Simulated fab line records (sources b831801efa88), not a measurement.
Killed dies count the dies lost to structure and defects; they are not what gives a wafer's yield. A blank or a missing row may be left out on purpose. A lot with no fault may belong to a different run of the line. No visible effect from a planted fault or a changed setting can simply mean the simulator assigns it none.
Which tool is to blame? | flow gf180mcu | 42 wafers from 14 lots sampled at 3 of the route's 602 steps

WHAT THE GAUGES READ, wafer by wafer
GF_MVPSD_TW_MEAS_11. Usual: for MVPSD_TW the level is 548.9 and the standard deviation is 2.8.
lot  | measured     | on            | MVPSD_TW          | flag
L429 | day 5 04:37  | film-metro-01 | 546.6 547.0 547.1 |
L431 | day 5 16:36  | film-metro-04 | 551.4 550.5 553.6 |
L432 | day 6 03:37  | film-metro-03 | 547.1 548.9 548.9 |
L433 | day 6 08:20  | film-metro-01 | 543.1 548.1 545.3 |
L437 | day 7 06:46  | film-metro-04 | 552.5 551.9 546.4 |
L440 | day 8 01:31  | film-metro-03 | 549.9 550.2 551.2 |
L441 | day 8 11:59  | film-metro-01 | 550.3 550.5 550.4 |
L442 | day 8 14:22  | film-metro-01 | 549.1 546.3 551.4 |
L443 | day 8 20:01  | film-metro-03 | 549.9 550.2 548.0 |
L444 | day 9 00:22  | film-metro-01 | 550.8 545.8 547.7 |
L445 | day 9 06:22  | film-metro-01 | 546.9 547.7 544.7 |
L446 | day 9 12:00  | film-metro-01 | 544.2 544.8 545.4 |
L449 | day 10 05:17 | film-metro-03 | 546.6 547.9 548.4 |
L451 | day 10 19:49 | film-metro-04 | 552.0 552.5 552.6 |

GF_V2_THK_MEAS_25: measures by xrf. Usual: for V2_W_THK the level is 356 nm and the standard deviation is 4.8.
lot  | measured     | on            | V2_W_THK (nm) | flag
L429 | day 20 13:58 | film-metro-03 | 352 354 354   |
L431 | day 21 13:04 | film-metro-01 | 361 355 357   |
L432 | day 21 22:53 | film-metro-03 | 359 358 361   |
L433 | day 22 06:18 | film-metro-03 | 351 351 348   |
L437 | day 23 17:31 | film-metro-04 | 347 353 352   |
L440 | day 24 17:24 | film-metro-04 | 360 349 355   |
L441 | day 25 07:09 | film-metro-03 | 360 362 362   |
L442 | day 25 09:34 | film-metro-03 | 367 357 363   |
L443 | day 25 17:57 | film-metro-01 | 362 362 354   |
L444 | day 26 01:24 | film-metro-03 | 363 361 360   |
L445 | day 26 05:04 | film-metro-01 | 355 352 353   |
L446 | day 26 09:22 | film-metro-04 | 356 355 357   |
L449 | day 27 05:51 | film-metro-01 | 353 356 355   |
L451 | day 27 22:31 | film-metro-03 | 362 365 365   |

TOOL THAT RAN EACH LOT (tool first, then ch and the chambers of the sampled wafers, then the start)
lot  | GF_CONTACT_CMP_27
L429 | cmp-02 ch 0,2,3, day 16 09:34
L431 | cmp-02 ch 2,3, day 17 08:54
L432 | cmp-02 ch 1,2,3, day 17 19:01
L433 | cmp-02 ch 0,2,3, day 18 01:28
L437 | cmp-01 ch 1,3, day 19 13:43
L440 | cmp-01 ch 0,2,3, day 20 14:53
L441 | cmp-02 ch 0,1, day 21 06:19
L442 | cmp-02 ch 1,2,3, day 21 09:47
L443 | cmp-01 ch 1,2,3, day 21 19:52
L444 | cmp-01 ch 2,3, day 22 03:40
L445 | cmp-01 ch 1,3, day 22 08:01
L446 | cmp-01 ch 0,2, day 22 11:34
L449 | cmp-01 ch 0,2,3, day 23 09:50
L451 | cmp-01 ch 2,3, day 24 05:25
- GF_CONTACT_CMP_27: polishes, stops on SiO2, t overpolish 15 s, target thk 0 nm.

WHAT THE TOOLS THEMSELVES READ (means of the sampled wafers that have a number; where no wafer has one, the mark that the record gives instead)
GF_CONTACT_CMP_27. Usual: motor-current-A 10.9 A, standard deviation 0.65; overpolish-run-s 14.999 s, standard deviation 0.0092; time-to-endpoint-s 75 s, standard deviation 3.
lot  | tool   | motor-current-A (A) | overpolish-run-s (s) | time-to-endpoint-s (s) | flag
L429 | cmp-02 | 10.7                | 14.994               | 75                     |
L431 | cmp-02 | 11.0                | 15.002               | 76                     |
L432 | cmp-02 | 10.9                | 15.004               | 70                     |
L433 | cmp-02 | 10.7                | 14.992               | 73                     |
L437 | cmp-01 | 11.0                | 14.991               | 73                     |
L440 | cmp-01 | 10.9                | 14.998               | 74                     |
L441 | cmp-02 | 10.7                | 14.998               | 40                     | OFF
L442 | cmp-02 | 10.9                | 15.005               | 42                     | OFF
L443 | cmp-01 | 11.0                | 14.991               | 72                     |
L444 | cmp-01 | 10.1                | 15.002               | 75                     |
L445 | cmp-01 | 10.5                | 15.001               | 76                     |
L446 | cmp-01 | 11.5                | 14.996               | 75                     |
L449 | cmp-01 | 11.0                | 15.006               | 79                     |
L451 | cmp-01 | 10.7                | 15.005               | 74                     |

THE ANSWER, worked out from the rows above alone
Rule: lot off if the mean of its wafers having a number is beyond 3 standard deviations from the usual mean. A lot without any number at a reading at which 4 lots or more have one is off too. Where the step has rows for the other lots, those lots are counted as sound. First the gauges in route order, then the tools' own readings, where a lot's mean is used as printed above. The first step at which some lot is off is used, and at that step the reading that is off furthest; a lot without a number counts as furthest.
Off, at GF_CONTACT_CMP_27 on time-to-endpoint-s: L441, L442.
A tool fits if, at that step or a process step before it, it ran every lot that is off, and no sound lot after the first of them. One fits: GF_CONTACT_CMP_27 on cmp-02. Its last sound lot is L433 (day 18 01:28), its first lot that is off L441 (day 21 06:19): a fault that began between those two fits.
The tool's own readings at GF_CONTACT_CMP_27 bear it out: on the lots that are off they differ by more than 5 times the standard deviation of the sound lots' means. time-to-endpoint-s reads 41 s there against 74 s on the sound lots.

WHAT WAS PUT IN BY THE SIMULATOR
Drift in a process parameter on cmp-02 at GF_CONTACT_CMP_27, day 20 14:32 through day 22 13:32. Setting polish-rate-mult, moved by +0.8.
Shown lots that were struck: L441, L442. The rule above reached the same finding.
